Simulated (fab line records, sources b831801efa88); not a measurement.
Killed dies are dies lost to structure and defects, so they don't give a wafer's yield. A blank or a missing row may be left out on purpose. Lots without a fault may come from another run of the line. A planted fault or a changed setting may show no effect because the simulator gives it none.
fab line records | flow sky130
record lots=12 wafers=36 last_day=50
route steps=708 shown VT_ADJUST_PCH@150 SONOS_ONO@181 GATE_OXIDE@192 POLY_GATE@229 PAD_OPEN@708
lots that met no fault: from a run of the same line without faults
start_h: hours from the record's first day to the start of the lot's first wafer shown | wait_h: hours since the lot's step before | " the same as in the row above | L1.1+2: a row that stands for several wafers | - no value, or no start given | * or withheld: withheld | < > ~ a bound
route shown NAME@n: a module of which the file shows steps, and the number in the route of the first | usual: mean/standard deviation of fault-free wafers | same: alike in all rows | chamber/n: place in a boat | sites: the reading at each site | _std_site: their standard deviation | _edge_site: outer sites' mean less inner sites' | radius_mm: how far each site lies from the wafer's centre | mask NAME#n: copy n | behind: the tool/chamber that last shaped the wafer | hold: why the lot was held/for how many hours/how that ended | device: the transistor (n, p or np) that didn't switch | end of line: the same wafers' tests at the end of the route | a step without rows: its recipe alone | killed: dies lost to structure and defects at the first sort, not the wafer's yield | map: a wafer's dies, x killed, . not, _ none there
set.NAME: the setting as run; set.NAME@STEP: as run at that earlier step | model.NAME: the simulator's own value behind a step, which no gauge read
steps of the route over a sample of lots; a table a step, a row a wafer
services: from which hour (start_h, from the record's first day; less than 0 if before it) a tool's chamber was out of use, for how many hours, and why
## steps
# step SKY_VT_ADJUST_PCH_OVL_MEAS_07
# usual VT_ADJUST_PCH_OVL=-1.9/1.3
# columns lot.wafer tool chamber start_h wait_h VT_ADJUST_PCH_OVL[nm]
L859.1 overlay-02 - 222.73 - -3.1
L859.2 " - " " 0.1
L859.6 " - " " -1.2
L860.2 overlay-02 - 233.24 - 0.0
L860.3 " - " " 1.3
L860.6 " - " " -1.6
L863.1 overlay-02 - 253.37 - -2.8
L863.3 " - " " -3.8
L863.5 " - " " -1.3
L864.1 overlay-01 - 267.52 - -1.1
L864.4 " - " " -2.6
L864.6 " - " " -2.0
L865.1 overlay-02 - 269.57 - -3.3
L865.3 " - " " -2.5
L865.6 " - " " -1.7
L871.1 overlay-02 - 321.62 - -1.9
L871.3 " - " " -1.7
L871.6 " - " " -1.8
L873.1 overlay-02 - 341.11 - -1.0
L873.2 " - " " -0.8
L873.6 " - " " -1.0
L874.2 overlay-02 - 345.59 - -4.8
L874.3 " - " " -5.3
L874.5 " - " " -3.8
L876.1 overlay-01 - 354.71 - -1.9
L876.2 " - " " -1.7
L876.5 " - " " 0.2
L877.1 overlay-01 - 365.68 - -2.6
L877.4 " - " " -0.7
L877.6 " - " " -0.7
L881.1 overlay-01 - 416.41 - -2.8
L881.3 " - " " -2.4
L881.5 " - " " -1.8
L882.3 overlay-02 - 416.77 - -3.3
L882.4 " - " " -1.1
L882.5 " - " " -1.5
# step SKY_SONOS_ONO_CD_MEAS_13
# recipe target_cd_nm=410
# usual cd_nm=409.3/2.3
# columns lot.wafer tool chamber start_h wait_h cd_nm
L859.1 cd_sem-01 - 276.27 0.1 405.9
L859.2 " - " " 405.7
L859.6 " - " " 409.0
L860.2 cd_sem-02 - 288.38 0.1 410.1
L860.3 " - " " 412.7
L860.6 " - " " 412.6
L863.1 cd_sem-01 - 308.53 0.1 406.7
L863.3 " - " " 405.9
L863.5 " - " " 409.9
L864.1 cd_sem-02 - 326.28 0.1 407.6
L864.4 " - " " 409.2
L864.6 " - " " 406.1
L865.1 cd_sem-01 - 331.36 0.1 411.3
L865.3 " - " " 412.2
L865.6 " - " " 410.5
L871.1 cd_sem-02 - 382.21 0.1 409.1
L871.3 " - " " 408.2
L871.6 " - " " 405.7
L873.1 cd_sem-02 - 404.27 0.1 414.1
L873.2 " - " " 412.8
L873.6 " - " " 413.6
L874.2 cd_sem-01 - 410.98 0.1 409.9
L874.3 " - " " 408.3
L874.5 " - " " 406.3
L876.1 cd_sem-02 - 419.16 0.1 411.7
L876.2 " - " " 410.5
L876.5 " - " " 408.4
L877.1 cd_sem-01 - 434.72 0.1 408.5
L877.4 " - " " 408.2
L877.6 " - " " 409.8
L881.1 cd_sem-02 - 483.18 0.1 410.4
L881.3 " - " " 409.2
L881.5 " - " " 409.3
L882.3 cd_sem-01 - 483.75 0.1 405.8
L882.4 " - " " 407.6
L882.5 " - " " 407.6
# step SKY_GATE_OXIDE_COAT_05
# recipe resist=NOVOLAK spin_rpm=3000 resist_thk_nm=1140
# usual dispense_pressure_kPa=48.9/2.4
# columns lot.wafer tool chamber start_h wait_h dispense_pressure_kPa
L859.1 litho_track-02 0 292.42 0.1 51.6
L859.2 " 0 " " 51.6
L859.6 " 0 " " 51.6
L860.2 litho_track-04 0 302.86 0.1 47.7
L860.3 " 0 " " 47.7
L860.6 " 0 " " 47.7
L863.1 litho_track-01 0 323.87 0.1 46.0
L863.3 " 0 " " 45.9
L863.5 " 0 " " 45.9
L864.1 litho_track-04 0 341.63 0.1 47.6
L864.4 " 0 " " 47.6
L864.6 " 0 " " 47.7
L865.1 litho_track-02 0 347.07 0.1 51.6
L865.3 " 0 " " 51.6
L865.6 " 0 " " 51.6
L871.1 litho_track-02 0 398.42 0.1 51.5
L871.3 " 0 " " 51.5
L871.6 " 0 " " 51.5
L873.1 litho_track-04 0 421.03 0.1 47.6
L873.2 " 0 " " 47.6
L873.6 " 0 " " 47.7
L874.2 litho_track-02 0 427.80 0.1 51.6
L874.3 " 0 " " 51.5
L874.5 " 0 " " 51.6
L876.1 litho_track-02 0 435.52 0.1 51.6
L876.2 " 0 " " 51.5
L876.5 " 0 " " 51.6
L877.1 litho_track-04 0 452.88 0.1 47.7
L877.4 " 0 " " 47.7
L877.6 " 0 " " 47.7
L881.1 litho_track-04 0 498.53 0.1 47.7
L881.3 " 0 " " 47.7
L881.5 " 0 " " 47.7
L882.3 litho_track-02 0 499.92 0.1 51.6
L882.4 " 0 " " 51.6
L882.5 " 0 " " 51.6
# step SKY_GATE_OXIDE_STRIP_13
# recipe chemistry=O2/N2 power_w=1400 pressure_mtorr=1500 platen_temp_c=withheld o2_flow_sccm=3000 n2_flow_sccm=300 overash_fraction=0.5
# usual drypump_motor_current_A=6.0/0.35 oes_product_au=0.715/0.0049 strip_time_to_endpoint_s=14.17/0.037
# columns lot.wafer tool chamber start_h wait_h drypump_motor_current_A oes_product_au rf_hours_counter_h strip_time_to_endpoint_s
L859.1 plasma_asher-02 0 306.19 0.0 5.8 0.715 49 14.13
L859.2 " 1 " " 5.4 0.715 49 14.15
L859.6 " 1 " " 5.5 0.710 - 14.18
L860.2 plasma_asher-03 1 315.68 0.0 6.5 0.715 19 14.13
L860.3 " 0 " " 5.9 0.724 - 14.17
L860.6 " 0 " " 5.9 0.721 - 14.18
L863.1 plasma_asher-04 0 337.61 0.0 6.1 0.715 62 14.23
L863.3 " 1 " " 6.0 0.718 - 14.19
L863.5 " 0 " " 6.1 0.718 - 14.17
L864.1 plasma_asher-03 0 356.37 0.0 5.9 0.714 23 14.14
L864.4 " 1 " " 6.5 0.712 - 14.14
L864.6 " 1 " " 6.5 0.719 - 14.17
L865.1 plasma_asher-02 0 361.57 0.0 5.8 0.713 54 14.16
L865.3 " 0 " " 5.8 0.713 - 14.21
L865.6 " 0 " " 5.8 0.723 - 14.20
L871.1 plasma_asher-02 0 413.67 0.0 5.9 0.721 58 14.14
L871.3 " 0 " " 5.8 0.707 - 14.09
L871.6 " 0 " " 5.9 0.714 - 14.15
L873.1 plasma_asher-03 0 435.96 0.0 5.9 0.718 31 14.18
L873.2 " 1 " " 6.5 0.712 31 14.16
L873.6 " 0 " " 5.9 0.712 - 14.23
L874.2 plasma_asher-03 1 443.76 0.0 6.6 0.601 32 8.56
L874.3 " 0 " " 5.9 0.585 - 8.56
L874.5 " 1 " " 6.5 0.591 - 8.57
L876.1 plasma_asher-04 0 452.01 0.0 6.1 0.589 73 8.55
L876.2 " 1 " " 6.0 0.581 73 8.54
L876.5 " 0 " " 6.1 0.579 - 8.55
L877.1 plasma_asher-04 1 467.91 0.0 6.0 0.721 75 14.24
L877.4 " 0 " " 6.0 0.724 - 14.25
L877.6 " 0 " " 6.0 0.706 - 14.21
L881.1 plasma_asher-03 0 514.51 0.0 5.9 0.713 40 14.15
L881.3 " 1 " " 6.5 0.713 - 14.17
L881.5 " 0 " " 5.9 0.710 - 14.18
L882.3 plasma_asher-02 1 515.79 0.0 5.4 0.710 - 14.11
L882.4 " 0 " " 5.8 0.718 - 14.17
L882.5 " 0 " " 5.8 0.709 - 14.16
# step SKY_POLY_GATE_ETCH_15
# recipe chemistry=N2/H2 target=BARC ion_energy_ev=200 source_w=500 bias_w=100 pressure_mtorr=30 n2_flow_sccm=100 h2_flow_sccm=200 stop_on=SiO2 time_s=118.5 target_depth_a=1100
# usual drypump_motor_current_A=5.7/0.49 h2_flow_sccm=200.0/0.6 oes_product_au=0.716/0.0049 throttle_valve_pct=13.212/0.0094
# same time_s=118.5
# columns lot.wafer tool chamber start_h wait_h drypump_motor_current_A h2_flow_sccm oes_product_au rf_hours_counter_h throttle_valve_pct
L859.1 rie_diel-03 2 366.73 0.0 4.8 200.2 0.708 3 13.221
L859.2 " 3 " " 6.5 199.6 0.717 19 13.207
L859.6 " 0 " " 5.6 201.3 0.722 - 13.220
L860.2 rie_diel-04 3 376.22 0.0 6.1 199.8 0.720 5 13.225
L860.3 " 0 " " 5.5 199.5 0.719 2 13.201
L860.6 " 1 " " 6.2 199.0 0.713 - 13.243
L863.1 rie_diel-04 0 400.37 0.0 5.6 201.1 0.714 3 13.232
L863.3 " 3 " " 6.2 199.5 0.719 5 13.219
L863.5 " 3 " " 6.1 199.8 0.711 - 13.209
L864.1 rie_diel-02 0 420.23 0.0 5.2 200.9 0.720 3 13.208
L864.4 " 2 " " 5.2 199.5 0.728 74 13.217
L864.6 " 2 " " 5.2 201.0 0.719 - 13.219
L865.1 rie_diel-04 0 430.18 0.0 5.6 199.3 0.720 4 13.220
L865.3 " 2 " " 5.3 199.5 0.726 48 13.198
L865.6 " 3 " " 6.1 200.3 0.718 - 13.212
L871.1 rie_diel-02 2 479.53 0.0 5.2 199.8 0.720 75 13.201
L871.3 " 3 " " 6.4 200.2 0.713 54 13.211
L871.6 " 2 " " 5.2 200.2 0.716 - 13.209
L873.1 rie_diel-03 0 503.23 0.0 5.5 199.2 0.719 2 13.222
L873.2 " 2 " " 4.8 199.8 0.717 5 13.221
L873.6 " 0 " " 5.5 199.5 0.725 - 13.219
L874.2 rie_diel-03 2 509.13 0.0 4.8 198.9 0.717 5 13.210
L874.3 " 0 " " 5.6 199.7 0.708 2 13.199
L874.5 " 2 " " 4.9 199.6 0.715 - 13.210
L876.1 rie_diel-04 0 518.48 0.0 5.5 200.7 0.715 6 13.209
L876.2 " 3 " " 6.1 199.2 0.718 8 13.211
L876.5 " 3 " " 6.1 199.1 0.726 - 13.218
L877.1 rie_diel-02 1 531.68 0.0 5.9 200.4 0.722 3 13.200
L877.4 " 2 " " 5.2 200.8 0.710 76 13.207
L877.6 " 2 " " 5.2 200.0 0.719 - 13.204
L881.1 rie_diel-04 1 579.48 0.0 6.2 199.4 0.715 2 13.206
L881.3 " 0 " " 5.5 200.7 0.714 7 13.209
L881.5 " 2 " " 5.4 199.6 0.710 - 13.230
L882.3 rie_diel-04 1 581.02 0.0 6.2 201.2 0.710 2 13.217
L882.4 " 0 " " 5.5 200.2 0.705 7 13.204
L882.5 " 3 " " 6.1 199.7 0.718 - 13.207
# step SKY_PAD_OPEN_PROBE_99
# usual killed_at_M0_to_M3=42/6.9 killed_at_M4_up=3.2/1.7 killed_at_contacts=25/5.1 killed_at_front_end=15/4.5 killed_at_other=0.4/0.63 killed_dies=86/9.3 killed_open=46/7 killed_short=39/6.9
# same gross_dies=492 killed_at_back_side=0
# columns lot.wafer tool chamber start_h wait_h killed_at_M0_to_M3 killed_at_M4_up killed_at_contacts killed_at_front_end killed_at_other killed_dies killed_open killed_short
L873.1 prober-02 - 1164.39 0.1 46 3 19 14 0 82 39 43
L873.2 prober-02 - 1164.44 0.1 39 3 28 11 1 82 49 32
L873.6 prober-02 - 1164.64 0.2 41 1 29 8 0 79 44 35
L874.2 prober-01 - 1168.21 0.1 48 3 39 21 1 112 58 49
L874.3 prober-01 - 1168.26 0.2 37 4 27 21 0 89 50 35
L874.5 prober-01 - 1168.36 0.2 29 2 18 16 0 65 27 33
L876.1 prober-01 - 1173.59 0.1 45 1 17 20 1 84 51 32
L876.2 prober-01 - 1173.64 0.1 37 5 26 12 1 81 45 33
L876.5 prober-01 - 1173.79 0.2 49 2 27 10 0 88 39 47
# killed by level:class
L873.1 VIA1:geometric_particle:open=10 METAL2:geometric_particle:short=10 VIA2:geometric_particle:open=8 CONTACT:geometric_particle:open=8 VIA1:geometric_particle:short=6 POLY_GATE:geometric_particle:short=5 CONTACT:geometric_particle:short=5 FIELD_ISO:geometric_particle:short=4
L873.2 CONTACT:geometric_particle:open=15 VIA3:geometric_particle:open=9 VIA1:geometric_particle:open=8 METAL1:geometric_particle:short=5 FIELD_ISO:geometric_particle:short=4 LI_CONTACT:geometric_particle:short=4 POLY_GATE:geometric_particle:open=3 LI_CONTACT:geometric_particle:open=3
L873.6 LI_CONTACT:geometric_particle:open=15 CONTACT:geometric_particle:open=8 METAL1:geometric_particle:short=7 VIA1:geometric_particle:open=6 VIA3:geometric_particle:open=5 POLY_GATE:geometric_particle:short=4 VIA1:geometric_particle:short=4 VIA3:geometric_particle:short=4
L874.2 VIA1:geometric_particle:open=14 CONTACT:geometric_particle:open=14 LI_CONTACT:geometric_particle:open=8 LOCAL_INTERCONNECT:geometric_particle:short=6 METAL1:geometric_particle:short=6 VIA3:geometric_particle:open=6 LI_CONTACT:geometric_particle:short=5 VIA1:geometric_particle:short=5
L874.3 LI_CONTACT:geometric_particle:open=14 VIA1:geometric_particle:open=11 VIA2:geometric_particle:open=5 VIA3:geometric_particle:open=5 FIELD_ISO:geometric_particle:short=4 LOCAL_INTERCONNECT:geometric_particle:short=4 CONTACT:geometric_particle:short=4 CONTACT:geometric_particle:open=4
L874.5 VIA1:geometric_particle:open=6 CONTACT:geometric_particle:open=5 METAL1:geometric_particle:short=5 VIA1:geometric_particle:short=5 GATE_OXIDE:area_expose=5 FIELD_ISO:geometric_particle:short=4 LI_CONTACT:geometric_particle:open=4 CONTACT:geometric_particle:short=4
L876.1 VIA1:geometric_particle:open=8 VIA2:geometric_particle:open=8 FIELD_ISO:geometric_particle:short=7 VIA3:geometric_particle:open=7 CONTACT:geometric_particle:open=7 FIELD_ISO:geometric_particle:open=5 LI_CONTACT:geometric_particle:open=5 METAL1:geometric_particle:short=5
L876.2 CONTACT:geometric_particle:open=12 LOCAL_INTERCONNECT:geometric_particle:short=9 VIA1:geometric_particle:open=7 VIA2:geometric_particle:open=7 METAL2:geometric_particle:short=5 VIA1:geometric_particle:short=5 VIA3:geometric_particle:open=5 FIELD_ISO:geometric_particle:open=3
L876.5 VIA2:geometric_particle:open=12 LOCAL_INTERCONNECT:geometric_particle:short=9 VIA1:geometric_particle:open=9 METAL2:geometric_particle:short=6 METAL3:geometric_particle:short=6 LI_CONTACT:geometric_particle:open=5 CONTACT:geometric_particle:open=5 VIA1:geometric_particle:short=5
## services
# columns tool chamber start_h hours kind
rie_diel-04 3 292.26 9.9 repair
rie_diel-02 - 334.21 21.7 repair
plasma_asher-03 - 336.64 6.1 repair
plasma_asher-04 - 338.96 2.3 repair
rie_diel-02 - 346.74 1.2 repair
plasma_asher-02 - 350.37 8.3 repair
plasma_asher-02 - 362.59 6.9 pm
rie_diel-03 - 382.88 14.6 pm
rie_diel-04 1 390.74 4.7 repair
rie_diel-02 - 396.50 15.6 pm
plasma_asher-03 - 405.95 3.6 repair
rie_diel-03 - 409.57 2.8 pm
rie_diel-03 - 412.41 1.5 repair
rie_diel-02 1 428.35 3.4 repair
rie_diel-02 1 434.06 8.6 repair
plasma_asher-04 - 436.79 7.9 repair
rie_diel-04 1 455.01 - clean
rie_diel-04 1 455.01 18.3 scheduled_down
plasma_asher-04 - 478.81 6.4 repair
plasma_asher-04 - 493.44 28.1 pm
rie_diel-02 2 504.62 3.5 repair
rie_diel-04 3 505.87 12.1 repair
rie_diel-02 - 534.77 0.5 repair
rie_diel-03 2 569.21 6.6 repair
## key
first_sign step=SKY_GATE_OXIDE_STRIP_13 reading=strip_time_to_endpoint_s direction=down sigmas=99+ usual=* struck=*
effect step=SKY_GATE_OXIDE_STRIP_13 reading=oes_product_au direction=down sigmas=26 usual=0.715 struck=0.588
met_at SKY_GATE_OXIDE_COAT_05
struck_lots L874,L876
tester_left_out L874,L876
not_acting_at SKY_VT_ADJUST_PCH_OVL_MEAS_07,SKY_SONOS_ONO_CD_MEAS_13,SKY_POLY_GATE_ETCH_15
onset_between 398.42 427.80
fault kind=process_parameter_drift tool=litho_track-02 chamber=- onset_h=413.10 steps=SKY_GATE_OXIDE_COAT_05 channel=resist_thk_nm offset=-484.55 shape=step end_h=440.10 acts_in=these_recipes_only stated=1140
# tester_left_out: of these lots the tester's yield and bins aren't shown, on N5 and GAA mostly nor the transistor test; their killed dies are dies lost to structure and defects alone, not to doping, threshold or leakage, so they don't give the yield
